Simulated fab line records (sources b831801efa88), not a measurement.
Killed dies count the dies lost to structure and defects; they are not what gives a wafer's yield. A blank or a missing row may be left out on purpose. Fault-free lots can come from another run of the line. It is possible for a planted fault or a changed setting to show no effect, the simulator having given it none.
The tool behind it: which one? | flow gf180mcu | 13 lots, 38 wafers sampled, at 3 steps of a route of 602

WHAT THE GAUGES SHOWED, per wafer
GF_SAB_CD_MEAS_09: target cd 420 nm. Usual: cd_nm at 419.7 nm, with a standard deviation of 2.2.
lot  | measured     | on        | cd_nm (nm)                          | flag
L831 | day 14 22:04 | cd_sem-01 | 422.8 422.2 419.7                   |
L832 | day 15 12:22 | cd_sem-01 | 422.4 421.6 420.6                   |
L834 | day 16 04:11 | cd_sem-01 | 420.3 418.4 419.9                   |
L835 | day 16 10:52 | cd_sem-02 | 419.0 416.9 418.0                   |
L840 | day 18 07:52 | cd_sem-02 | 419.1 416.7 420.1                   |
L843 | day 19 12:41 | cd_sem-01 | 294.3 416.8 293.7 417.2             | OFF
L844 | day 20 00:40 | cd_sem-02 | 412.1 300.0 415.5 412.1 300.1 415.8 | OFF
L845 | day 20 04:34 | cd_sem-02 | 417.5 415.8 418.7                   |
L848 | day 21 11:08 | cd_sem-01 | 422.0 423.1 422.1                   |
L849 | day 21 16:21 | cd_sem-02 | 420.1 420.7 421.0                   |
L850 | day 22 02:22 | cd_sem-02 | 422.0 422.5 422.6                   |
L853 | day 22 18:59 | cd_sem-01 | 421.1 422.7 423.5                   |
L854 | day 23 08:22 | cd_sem-02 | 419.2 420.0 420.4                   |

GF_V2_CD_MEAS_14: target cd 260 nm. Usual: cd_nm at 260.2 nm, with a standard deviation of 1.3.
lot  | measured     | on        | cd_nm (nm)        | flag
L831 | day 20 00:16 | cd_sem-01 | 259.7 260.2 260.5 |
L832 | day 20 16:41 | cd_sem-01 | 261.2 260.4 260.6 |
L834 | day 21 10:45 | cd_sem-01 | 259.4 260.5 259.0 |
L835 | day 21 17:23 | cd_sem-02 | 261.8 262.2 261.2 |
L840 | day 23 15:32 | cd_sem-01 | 260.6 259.6 260.2 |
L843 | day 24 16:04 | cd_sem-02 | 258.6             |
L844 | day 25 04:00 | cd_sem-01 | 258.5 258.1       |
L845 | day 25 05:53 | cd_sem-01 | 261.2 261.6 261.5 |
L848 | day 26 10:37 | cd_sem-01 | 258.8 258.8 258.8 |
L849 | day 26 15:17 | cd_sem-02 | 259.8 259.0 259.7 |
L850 | day 26 23:03 | cd_sem-01 | 259.7 259.3 259.9 |
L853 | day 27 15:20 | cd_sem-01 | 259.2 260.2 261.6 |
L854 | day 28 01:44 | cd_sem-01 | 261.9 261.4 261.9 |

WHAT TOOL EACH LOT RAN ON (gives the tool, then ch and the chambers of the sampled wafers, and finally the start)
lot  | GF_SAB_EXPOSE_06
L831 | iline_stepper-01 ch 0, day 14 11:29
L832 | iline_stepper-02 ch 0, day 15 01:46
L834 | iline_stepper-01 ch 0, day 15 17:26
L835 | iline_stepper-02 ch 0, day 16 00:14
L840 | iline_stepper-02 ch 0, day 17 20:35
L843 | iline_stepper-02 ch 0, day 19 00:36
L844 | iline_stepper-02 ch 0, day 19 12:40
L845 | iline_stepper-01 ch 0, day 19 16:16
L848 | iline_stepper-01 ch 0, day 20 23:02
L849 | iline_stepper-01 ch 0, day 21 04:06
L850 | iline_stepper-01 ch 0, day 21 14:43
L853 | iline_stepper-01 ch 0, day 22 07:52
L854 | iline_stepper-01 ch 0, day 22 20:46
- GF_SAB_EXPOSE_06: exposes mask SAB, target cd 420 nm.

AS READ BY THE TOOLS THEMSELVES (means over the sampled wafers that have a number; for cases with no such wafer, the mark the record gives instead)
The record holds no such reading with a usual standard deviation.

THE ANSWER, worked out from the rows above alone
Rule: a lot counts as off when the mean over its wafers that have a number is more than 3 standard deviations away from the usual mean. A lot without any number at a reading at which 4 lots or more have one is off too. Where the step has rows for the other lots, those lots are counted as sound. Order of review: gauges by route order, followed by the tools' own readings, for which a lot's mean as printed above is used. At the first step where some lot is off, the reading lying furthest off is the one used; lots without a number count as furthest.
Off at GF_SAB_CD_MEAS_09 (cd_nm): L843, L844.
A tool fits if, at a process step before that reading, it ran every lot that is off, and no sound lot after the first of them. The gauges at GF_SAB_CD_MEAS_09 are tried like those tools. One candidate fits, namely iline_stepper-02 at GF_SAB_EXPOSE_06. A fault onset in the window from L840 (day 17 20:35, its last sound lot) to L843 (day 19 00:36, its first lot off) fits.

WHAT WAS PUT IN BY THE SIMULATOR
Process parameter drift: iline_stepper-02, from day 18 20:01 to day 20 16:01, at GF_SAB_EXPOSE_06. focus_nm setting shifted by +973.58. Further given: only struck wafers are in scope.
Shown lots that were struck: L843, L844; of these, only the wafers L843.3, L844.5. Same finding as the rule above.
